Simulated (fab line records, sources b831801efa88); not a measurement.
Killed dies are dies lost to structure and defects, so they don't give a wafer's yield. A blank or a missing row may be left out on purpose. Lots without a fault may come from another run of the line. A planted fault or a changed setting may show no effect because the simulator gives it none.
A struck lot beside a sound one | flow sky130 | 36 steps out of a route of 708
Sound: wafers L489.1, L489.3, L489.6. Struck: wafers L494.4, L494.6. (L494.2 of the same lot was not struck and is left out.) The cause comes at the end.
At each step with rows: each side's tool, then ch and its chambers, then its first start. Under that, the readings that differ: sound wafers | struck wafers | difference of the means | sigmas: that difference in standard deviations of wafers without a fault.
alike: readings whose means differ by less than 2 such deviations, and words and numbers that are the same on both sides. not compared: withheld readings, readings that some wafer has no value for, bounds like >300 that may hide the same value, and numbers for which the record gives no deviation and whose values overlap.
The two part at a step that has a row with sigmas, a row that says differs or no value, or rows on one side only. Numbers that don't overlap but have no deviation are shown without sigmas and don't part them. A reading that every wafer of one side lacks parts them only if that side has two wafers or more.

first, 10 steps without rows for these wafers: SKY_METAL4_STRIP_19 (strips in O2/N2); SKY_METAL4_STRIP_20 (strips in post etch residue remover, time 1200 s); SKY_METAL4_CLEAN_21 (cleans in IPA, time 180 s); SKY_METAL4_CLEAN_22 (cleans in O3/DIW); SKY_VIA4_HDPCVD_00 (deposits SiO2, target thk 1750 nm, time 291.7 s); SKY_VIA4_CMP_02 (polishes SiO2); SKY_VIA4_DEHYDRATE_04 (time 60 s); SKY_VIA4_HMDS_05 (prime time 60 s); SKY_VIA4_COAT_06 (resist thk 1140 nm); SKY_VIA4_SOFTBAKE_07 (time 60 s).
SKY_VIA4_EXPOSE_08: exposes mask VIM4, target cd 800 nm.
  sound on iline_stepper-02 ch 0, day 49 11:24; struck on iline_stepper-02 ch 0, day 50 04:02
  alike: mask
then, 2 steps without rows for these wafers: SKY_VIA4_PEB_09; SKY_VIA4_DEVELOP_10 (develop time 60 s).
SKY_VIA4_ETCH_12: etches SiO2 in C4F8/O2/Ar, stops on TiN, target depth 580 nm.
  sound on rie_diel-01 ch 0,2,3, day 49 19:47; struck on rie_diel-01 ch 0,2, day 50 12:13
  reading               | sound             | struck      | difference | sigmas
  oes_product_au (a.u.) | 0.923 0.925 0.917 | 0.937 0.926 | +0.010     | +2
  model.VIA4.cd_nm (nm) | 800 796.6 793.8   | 929.1 927.8 | +131.7     |
  alike: chamber_pressure_mTorr
then, 21 steps without rows for these wafers: SKY_VIA4_STRIP_13 (strips in O2/N2); SKY_VIA4_STRIP_14 (strips in post etch residue remover, time 1200 s); SKY_VIA4_CLEAN_15 (cleans in IPA, time 180 s); SKY_VIA4_CLEAN_16 (cleans in O3/DIW); SKY_VIA4_SPUTTER_17 (material TiN, target thk 20 nm, time 80 s); SKY_VIA4_CVD_18 (deposits W, target thk 505 nm, time 152.14 s); SKY_VIA4_CMP_21 (polishes, stops on SiO2, t overpolish 25 s, target thk 0 nm); SKY_METAL5_SPUTTER_00 (material Ti, target thk 15 nm, time 10 s); SKY_METAL5_SPUTTER_01 (material TiN, target thk 20 nm, time 16.7 s); SKY_METAL5_SPUTTER_02 (material AlCu, target thk 1150 nm, time 61.2 s); SKY_METAL5_SPUTTER_03 (material Ti, target thk 5 nm, time 3.3 s); SKY_METAL5_SPUTTER_04 (material TiN, target thk 70 nm, time 58.3 s); SKY_METAL5_DEHYDRATE_07 (time 60 s); SKY_METAL5_HMDS_08 (prime time 60 s); SKY_METAL5_COAT_09 (resist thk 1800 nm); SKY_METAL5_SOFTBAKE_10 (time 60 s); SKY_METAL5_EXPOSE_11 (exposes mask MM5, target cd 1600 nm); SKY_METAL5_PEB_12; SKY_METAL5_DEVELOP_13 (develop time 60 s); SKY_METAL5_DESCUM_14 (chemistry O2, time 11 s); SKY_METAL5_METAL_ETCH_15 (etches the open film in Cl2/BCl3, stops on SiO2, target depth 1260 nm, time 252 s).
-- the record jumps here: 2 days lie between the struck wafers' starts before and after (it left off in module METAL5 and takes up again in module PAD_OPEN, whose first step shown is number 708 of the route) --
SKY_PAD_OPEN_PROBE_99:
  sound on prober-01, day 52 05:02; struck on prober-02, day 52 20:22
  reading                  | sound          | struck    | difference | sigmas
  defect_limited_yield (%) | 84.6 83.5 83.3 | 56.7 59.8 | -25.5      | -14
  killed_at_M4_up          | 3 5 2          | 124 124   | +121       | +75
  killed_dies              | 76 81 82       | 213 198   | +126       | +14
  killed_on_rim            | 15 19 19       | 66 72     | +51        | +14
  sort_bin_3_pad_short (%) | 0.4 1.0 1.0    | 25.8 25.0 | +24.6      | +59
  sort_n_pass              | 416 411 410    | 279 294   | -126       | -14
  sort_yield_pct (%)       | 84.6 83.5 83.3 | 56.7 59.8 | -25.5      | -14
  alike: killed_at_M0_to_M3, killed_at_contacts, killed_at_front_end, killed_at_other, killed_open, killed_short, sort_bin_5_function, sort_bin_6_memory

WHERE THEY PART
First at SKY_VIA4_ETCH_12; last, within this record, at SKY_PAD_OPEN_PROBE_99.

WHY: what the simulator had put in
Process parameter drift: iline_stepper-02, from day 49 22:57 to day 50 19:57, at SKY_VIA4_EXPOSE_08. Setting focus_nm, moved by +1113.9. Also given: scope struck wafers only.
